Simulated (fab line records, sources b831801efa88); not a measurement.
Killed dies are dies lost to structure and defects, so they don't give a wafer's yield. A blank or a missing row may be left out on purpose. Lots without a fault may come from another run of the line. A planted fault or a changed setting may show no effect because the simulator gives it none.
A struck lot beside a sound one | flow sky130 | 18 steps out of a route of 708
Sound: wafers L637.1, L637.2, L637.6. Struck: wafers L647.1, L647.2, L647.4. The cause comes at the end.
At each step with rows: each side's tool, then ch and its chambers, then its first start. Under that, the readings that differ: sound wafers | struck wafers | difference of the means | sigmas: that difference in standard deviations of wafers without a fault.
alike: readings whose means differ by less than 2 such deviations, and words and numbers that are the same on both sides. not compared: withheld readings, readings that some wafer has no value for, bounds like >300 that may hide the same value, and numbers for which the record gives no deviation and whose values overlap.
The two part at a step that has a row with sigmas, a row that says differs or no value, or rows on one side only. Numbers that don't overlap but have no deviation are shown without sigmas and don't part them. A reading that every wafer of one side lacks parts them only if that side has two wafers or more.

first, 3 steps without rows for these wafers: SKY_POLY_CUT_EXPOSE_05 (exposes mask NPCM, target cd 270 nm); SKY_POLY_CUT_PEB_06; SKY_POLY_CUT_DEVELOP_07 (develop time 60 s).
SKY_POLY_CUT_CD_MEAS_08: target cd 270 nm.
  sound on cd_sem-01, day 25 12:22; struck on cd_sem-01, day 28 10:55
  alike: cd_nm
SKY_POLY_CUT_OVL_MEAS_09:
  sound on overlay-01, day 25 12:29; struck on overlay-01, day 28 11:02
  alike: POLY_CUT_OVL
SKY_POLY_CUT_ETCH_10: etches BARC in N2/H2, stops on SiO2, time 45.9 s, target depth 60 nm.
  sound on rie_diel-02 ch 2,3, day 25 12:31; struck on rie_diel-02 ch 0,2,3, day 28 11:04
  alike: chamber_pressure_mTorr, drypump_motor_current_A, oes_product_au, throttle_valve_pct
  not compared: rf_hours_counter_h
SKY_POLY_CUT_ETCH_11: etches Si3N4 in CF4/CH2F2/Ar, stops on poly-Si, time 42.5 s, target depth 60 nm.
  sound on rie_diel-02 ch 2,3, day 25 12:34; struck on rie_diel-02 ch 0,2,3, day 28 11:07
  alike: chamber_pressure_mTorr, drypump_motor_current_A, oes_product_au, throttle_valve_pct
  not compared: rf_hours_counter_h
SKY_POLY_CUT_STRIP_12: strips in O2/N2.
  sound on plasma_asher-03 ch 0,1, day 25 12:36; struck on plasma_asher-04 ch 0,1, day 28 11:09
  alike: chamber_pressure_mTorr, drypump_motor_current_A, oes_product_au, strip_time_to_endpoint_s
  not compared: rf_hours_counter_h
then, 4 steps without rows for these wafers: SKY_SD_P_DEHYDRATE_00 (time 60 s); SKY_SD_P_HMDS_01 (prime time 60 s); SKY_SD_P_COAT_02 (resist thk 1140 nm); SKY_SD_P_SOFTBAKE_03 (time 60 s).
SKY_SD_P_EXPOSE_04: exposes mask PSDM, target cd 380 nm.
  sound on iline_stepper-01 ch 0, day 26 03:13; struck on iline_stepper-01 ch 0, day 29 01:32
  reading | sound                | struck                        | difference | sigmas
  mask    | PSDM#0 PSDM#0 PSDM#0 | PSDM_R1#0 PSDM_R1#0 PSDM_R1#0 | differs    |
then, 2 steps without rows for these wafers: SKY_SD_P_PEB_05; SKY_SD_P_DEVELOP_06 (develop time 60 s).
SKY_SD_P_CD_MEAS_07: target cd 380 nm.
  sound on cd_sem-01, day 26 18:07; struck on cd_sem-02, day 29 14:58
  reading    | sound             | struck            | difference | sigmas
  cd_nm (nm) | 382.6 384.2 381.5 | 408.0 407.2 409.0 | +25.3      | +13
SKY_SD_P_OVL_MEAS_08:
  sound on overlay-01, day 26 18:14; struck on overlay-02, day 29 15:05
  alike: SD_P_OVL
-- the record jumps here: 19 days lie between the struck wafers' starts before and after (it left off in module SD_P and takes up again in module PAD_OPEN, whose first step shown is number 708 of the route) --
SKY_PAD_OPEN_PROBE_99:
  sound on prober-02, day 46 17:18; struck on prober-02, day 48 17:57
  alike: killed_at_M0_to_M3, killed_at_M4_up, killed_at_contacts, killed_at_front_end, killed_at_other, killed_dies, killed_open, killed_short

WHERE THEY PART
First at SKY_SD_P_EXPOSE_04; last, within this record, at SKY_SD_P_CD_MEAS_07. Later steps at which nothing parts them and some readings are alike: SKY_SD_P_OVL_MEAS_08, SKY_PAD_OPEN_PROBE_99.

WHY: what the simulator had put in
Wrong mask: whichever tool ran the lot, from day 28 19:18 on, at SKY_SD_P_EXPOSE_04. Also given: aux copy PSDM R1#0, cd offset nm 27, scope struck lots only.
